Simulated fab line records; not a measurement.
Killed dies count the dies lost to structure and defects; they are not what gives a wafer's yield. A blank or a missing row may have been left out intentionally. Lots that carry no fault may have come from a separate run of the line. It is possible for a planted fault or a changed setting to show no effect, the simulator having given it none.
Split-lot experiment + flow gf180mcu + 23 wafers read from 5 lots, route of 602 steps

== THE SPLIT ==
At GF_LVPWELL_STRIP_10 (strips in O2/N2), the setting pressure_mtorr was moved away from the recipe's 1500 mTorr on 20 of the 23 wafers read, by -12.7% to +14.1%. This setting was run at the recipe's value on the other wafers.

The reading is taken at the split's own step.

== THE READING ==
oes_product_au, in a.u., at GF_LVPWELL_STRIP_10 (strips in O2/N2). A value of 0.722 a.u. with a standard deviation of 0.0039 a.u. is what fault-free wafers of this fab line usually give.

| wafer  | tool, chamber at the split | pressure_mtorr as run, mTorr | against the recipe | oes_product_au, a.u. | against lot-mates on the recipe |
|--------|----------------------------|------------------------------|--------------------|----------------------|---------------------------------|
| L074.2 | plasma_asher-03, 1         | 1624                         | +8.3%              | 0.738                | no lot-mate on the recipe       |
| L074.3 | plasma_asher-03, 1         | 1624                         | +8.3%              | 0.734                | no lot-mate on the recipe       |
| L074.4 | plasma_asher-03, 0         | 1624                         | +8.3%              | 0.734                | no lot-mate on the recipe       |
| L074.5 | plasma_asher-03, 1         | 1624                         | +8.3%              | 0.725                | no lot-mate on the recipe       |
| L074.6 | plasma_asher-03, 0         | 1624                         | +8.3%              | 0.734                | no lot-mate on the recipe       |
| L075.1 | plasma_asher-02, 1         | 1712                         | +14.1%             | 0.738                | no lot-mate on the recipe       |
| L075.2 | plasma_asher-02, 0         | 1712                         | +14.1%             | 0.737                | no lot-mate on the recipe       |
| L075.3 | plasma_asher-02, 0         | 1712                         | +14.1%             | 0.741                | no lot-mate on the recipe       |
| L075.4 | plasma_asher-02, 1         | 1712                         | +14.1%             | 0.732                | no lot-mate on the recipe       |
| L075.5 | plasma_asher-02, 1         | 1712                         | +14.1%             | 0.737                | no lot-mate on the recipe       |
| L076.2 | plasma_asher-02, 1         | 1500                         | recipe             | 0.722                | -                               |
| L076.5 | plasma_asher-02, 1         | 1500                         | recipe             | 0.718                | -                               |
| L076.6 | plasma_asher-02, 0         | 1500                         | recipe             | 0.730                | -                               |
| L080.1 | plasma_asher-02, 1         | 1309                         | -12.7%             | 0.702                | no lot-mate on the recipe       |
| L080.2 | plasma_asher-02, 0         | 1309                         | -12.7%             | 0.701                | no lot-mate on the recipe       |
| L080.3 | plasma_asher-02, 1         | 1309                         | -12.7%             | 0.706                | no lot-mate on the recipe       |
| L080.4 | plasma_asher-02, 0         | 1309                         | -12.7%             | 0.696                | no lot-mate on the recipe       |
| L080.5 | plasma_asher-02, 1         | 1309                         | -12.7%             | 0.703                | no lot-mate on the recipe       |
| L085.1 | plasma_asher-04, 1         | 1599                         | +6.6%              | 0.729                | no lot-mate on the recipe       |
| L085.2 | plasma_asher-04, 0         | 1599                         | +6.6%              | 0.729                | no lot-mate on the recipe       |
| L085.4 | plasma_asher-04, 0         | 1599                         | +6.6%              | 0.731                | no lot-mate on the recipe       |
| L085.5 | plasma_asher-04, 0         | 1599                         | +6.6%              | 0.732                | no lot-mate on the recipe       |
| L085.6 | plasma_asher-04, 1         | 1599                         | +6.6%              | 0.733                | no lot-mate on the recipe       |

FIT RESULTS
A straight line over all 23 wafers: oes_product_au changes by +0.00136 a.u. for each +1% of pressure_mtorr; r = +0.96; the points scatter about the line by 0.0042 a.u.
Too few moved wafers with a lot-mate on the recipe to fit a line net of each lot's own level.
Tool readings at the split's step, against how far the setting was moved: oes_product_au r = +0.96; strip_time_to_endpoint_s r = -0.89.

== THE FILE'S OWN FIT ==
oes_product_au changes by +0.00136 a.u. for each +1% of pressure_mtorr, r = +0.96.
